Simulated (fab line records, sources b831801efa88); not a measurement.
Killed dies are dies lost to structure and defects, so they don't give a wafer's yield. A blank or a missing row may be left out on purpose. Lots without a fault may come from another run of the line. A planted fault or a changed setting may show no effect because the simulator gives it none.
Which tool did it? | flow gf180mcu | 11 lots, 33 wafers sampled, at 5 steps of a route of 602

WHAT THE GAUGES READ, wafer by wafer
GF_V1_CD_MEAS_14: target cd 260 nm. Usual: cd_nm 259.9 nm, standard deviation 1.2.
lot  | measured     | on        | cd_nm (nm)        | flag
L312 | day 17 23:27 | cd_sem-02 | 259.5 258.7 258.8 |
L313 | day 18 05:55 | cd_sem-02 | 260.5 259.2 258.6 |
L315 | day 19 05:54 | cd_sem-02 | 260.5 260.3 260.1 |
L316 | day 19 13:53 | cd_sem-01 | 259.2 260.5 259.3 |
L317 | day 19 21:26 | cd_sem-02 | 258.7 258.8 258.1 |
L323 | day 22 08:08 | cd_sem-02 | 260.3 261.3 262.0 |
L327 | day 23 14:22 | cd_sem-02 | 261.0 260.3 261.4 |
L331 | day 24 22:47 | cd_sem-02 | 262.5 261.6 262.1 |
L333 | day 25 12:23 | cd_sem-02 | 259.9 260.6 259.9 |
L334 | day 25 20:19 | cd_sem-01 | 259.3 258.8 259.4 |
L335 | day 26 03:31 | cd_sem-02 | 260.5 260.5 260.7 |

GF_V5_RS_MEAS_24: measures by four-point-probe. Usual: V5_W_RS 0.328 ohm/sq, standard deviation 0.0038.
lot  | measured     | on            | V5_W_RS (ohm/sq)  | flag
L312 | day 27 00:58 | film_metro-02 | 0.326 0.330 0.332 |
L313 | day 27 06:16 | film_metro-02 | 0.328 0.321 0.325 |
L315 | day 28 02:30 | film_metro-01 | 0.327 0.331 0.323 |
L316 | day 28 10:53 | film_metro-02 | 0.329 0.326 0.329 |
L317 | day 28 16:30 | film_metro-04 | 0.331 0.334 0.331 |
L323 | day 30 13:59 | film_metro-02 | 0.329 0.331 0.330 |
L327 | day 31 16:15 | film_metro-02 | 0.333 0.334 0.331 |
L331 | day 32 17:11 | film_metro-01 | 0.325 0.323 0.324 |
L333 | day 33 03:57 | film_metro-01 | 0.334 0.336 0.334 |
L334 | day 33 07:58 | film_metro-04 | 0.331 0.325 0.327 |
L335 | day 33 12:38 | film_metro-02 | 0.325 0.326 0.326 |

WHICH TOOL RAN EACH LOT (tool, then ch and the chambers of the sampled wafers, then the start)
lot  | GF_M2_METAL_ETCH_16               | GF_M2_STRIP_17                       | GF_M3_SPUTTER_03
L312 | rie_metal-04 ch 0,1, day 18 23:43 | plasma_asher-01 ch 0,1, day 18 23:50 | pvd_sputter-03, day 20 02:04
L313 | rie_metal-04 ch 0,1, day 19 06:54 | plasma_asher-01 ch 0,1, day 19 07:02 | pvd_sputter-04, day 20 09:25
L315 | rie_metal-01 ch 0, day 20 07:31   | plasma_asher-02 ch 0,1, day 20 07:38 | pvd_sputter-04, day 21 10:09
L316 | rie_metal-02 ch 0,1, day 20 15:07 | plasma_asher-01 ch 0,1, day 20 15:14 | pvd_sputter-04, day 21 18:28
L317 | rie_metal-01 ch 0,1, day 20 22:36 | plasma_asher-01 ch 0,1, day 20 22:44 | pvd_sputter-01, day 22 01:25
L323 | rie_metal-02 ch 0,1, day 23 08:46 | plasma_asher-01 ch 0,1, day 23 08:54 | pvd_sputter-04, day 24 09:47
L327 | rie_metal-02 ch 0,1, day 24 14:39 | plasma_asher-02 ch 0,1, day 24 14:47 | pvd_sputter-03, day 25 16:07
L331 | rie_metal-01 ch 0,1, day 25 21:54 | plasma_asher-03 ch 1, day 25 22:02   | pvd_sputter-04, day 26 21:27
L333 | rie_metal-04 ch 0,1, day 26 11:39 | plasma_asher-03 ch 1, day 26 11:47   | pvd_sputter-03, day 27 11:28
L334 | rie_metal-04 ch 0,1, day 26 18:48 | plasma_asher-03 ch 0,1, day 26 18:56 | pvd_sputter-01, day 27 17:50
L335 | rie_metal-04 ch 0,1, day 27 02:06 | plasma_asher-03 ch 0,1, day 27 02:14 | pvd_sputter-03, day 28 00:35
- GF_M2_METAL_ETCH_16: etches the open film in Cl2/BCl3, stops on SiO2, target depth 750.8 nm, time 125.1 s.
- GF_M2_STRIP_17: strips in O2/N2.
- GF_M3_SPUTTER_03: material Ti, target thk 10 nm, time 6.7 s.

WHAT THE TOOLS THEMSELVES READ (means of the sampled wafers that have a number; where no wafer has one, the mark that the record gives instead)
GF_M2_METAL_ETCH_16. Usual: drypump_motor_current_A 5.7 A, standard deviation 0.43; oes_product_au 0.990 a.u., standard deviation 0.0058; rf_fwd_power_W 795.0 W, standard deviation 2.9; throttle_valve_pct 28.229 %, standard deviation 0.01.
lot  | tool         | drypump_motor_current_A (A) | oes_product_au (a.u.) | rf_fwd_power_W (W) | throttle_valve_pct (%) | flag
L312 | rie_metal-04 | 5.4                         | 0.996                 | 796.2              | 28.232                 |
L313 | rie_metal-04 | 5.4                         | 0.989                 | 796.0              | 28.228                 |
L315 | rie_metal-01 | 5.4                         | 0.986                 | 794.5              | 28.235                 |
L316 | rie_metal-02 | 6.1                         | 0.995                 | 795.0              | 28.228                 |
L317 | rie_metal-01 | 5.6                         | 0.985                 | 796.1              | 28.243                 |
L323 | rie_metal-02 | 5.8                         | 0.918                 | 667.7              | 28.314                 | OFF
L327 | rie_metal-02 | 6.0                         | 0.919                 | 665.6              | 28.305                 | OFF
L331 | rie_metal-01 | 5.8                         | 0.987                 | 797.7              | 28.220                 |
L333 | rie_metal-04 | 5.7                         | 0.989                 | 793.3              | 28.222                 |
L334 | rie_metal-04 | 5.7                         | 0.986                 | 795.2              | 28.226                 |
L335 | rie_metal-04 | 5.7                         | 0.985                 | 791.2              | 28.236                 |

GF_M2_STRIP_17. Usual: drypump_motor_current_A 5.7 A, standard deviation 0.38; heater_power_w 332 W, standard deviation 20; oes_product_au 0.537 a.u., standard deviation 0.0048; strip_time_to_endpoint_s 7.37 s, standard deviation 0.04.
lot  | tool            | drypump_motor_current_A (A) | heater_power_w (W) | oes_product_au (a.u.) | strip_time_to_endpoint_s (s) | flag
L312 | plasma_asher-01 | 5.6                         | 349                | 0.539                 | 7.38                         |
L313 | plasma_asher-01 | 5.8                         | 352                | 0.534                 | 7.40                         |
L315 | plasma_asher-02 | 6.1                         | 307                | 0.538                 | 7.45                         |
L316 | plasma_asher-01 | 5.5                         | 347                | 0.532                 | 7.36                         |
L317 | plasma_asher-01 | 5.8                         | 346                | 0.542                 | 7.45                         |
L323 | plasma_asher-01 | 5.8                         | 347                | 0.553                 | 7.76                         | OFF
L327 | plasma_asher-02 | 6.1                         | 307                | 0.554                 | 7.76                         | OFF
L331 | plasma_asher-03 | 5.1                         | 354                | 0.536                 | 7.35                         |
L333 | plasma_asher-03 | 5.1                         | 360                | 0.538                 | 7.37                         |
L334 | plasma_asher-03 | 5.3                         | 337                | 0.539                 | 7.42                         |
L335 | plasma_asher-03 | 5.3                         | 347                | 0.539                 | 7.41                         |

GF_M3_SPUTTER_03. Usual: throttle_valve_pct 30.3 %, standard deviation 1.
lot  | tool           | throttle_valve_pct (%) | flag
L312 | pvd_sputter-03 | 30.5                   |
L313 | pvd_sputter-04 | 30.0                   |
L315 | pvd_sputter-04 | 31.1                   |
L316 | pvd_sputter-04 | 29.4                   |
L317 | pvd_sputter-01 | 29.9                   |
L323 | pvd_sputter-04 | 29.2                   |
L327 | pvd_sputter-03 | 31.2                   |
L331 | pvd_sputter-04 | 29.8                   |
L333 | pvd_sputter-03 | 31.0                   |
L334 | pvd_sputter-01 | 29.8                   |
L335 | pvd_sputter-03 | 31.0                   |

THE ANSWER, worked out from the rows above alone
Rule: a lot is off if the mean of its wafers that have a number lies more than 3 standard deviations from the usual mean. A lot without any number at a reading at which 4 lots or more have one is off too. The other lots that the step has rows for count as sound. The gauges are gone through in route order, then the tools' own readings, and for those a lot's mean is taken as printed above. The first step at which some lot is off is used, and at that step the reading that is off furthest; a lot without a number counts as furthest.
Off: L323, L327, at GF_M2_METAL_ETCH_16 (rf_fwd_power_W).
A tool fits if, at that step or a process step before it, it ran every lot that is off, and no sound lot after the first of them. One fits: rie_metal-02 at GF_M2_METAL_ETCH_16. Its last sound lot is L316 (day 20 15:07), its first lot that is off L323 (day 23 08:46): a fault that began between those two fits.
The tool's own readings at GF_M2_METAL_ETCH_16 bear it out: on the lots that are off they differ by more than 5 times the standard deviation of the sound lots' means. oes_product_au reads 0.919 a.u. there against 0.989 a.u. on the sound lots; rf_fwd_power_W reads 666.7 W there against 795.0 W on the sound lots; throttle_valve_pct reads 28.309 % there against 28.230 % on the sound lots.

WHAT THE SIMULATOR HAD PUT IN
Process parameter drift: rie_metal-02, from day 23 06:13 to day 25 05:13, at GF_M2_METAL_ETCH_16. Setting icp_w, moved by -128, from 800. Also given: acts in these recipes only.
Lots struck among those shown: L323, L327. The rule above found the same.
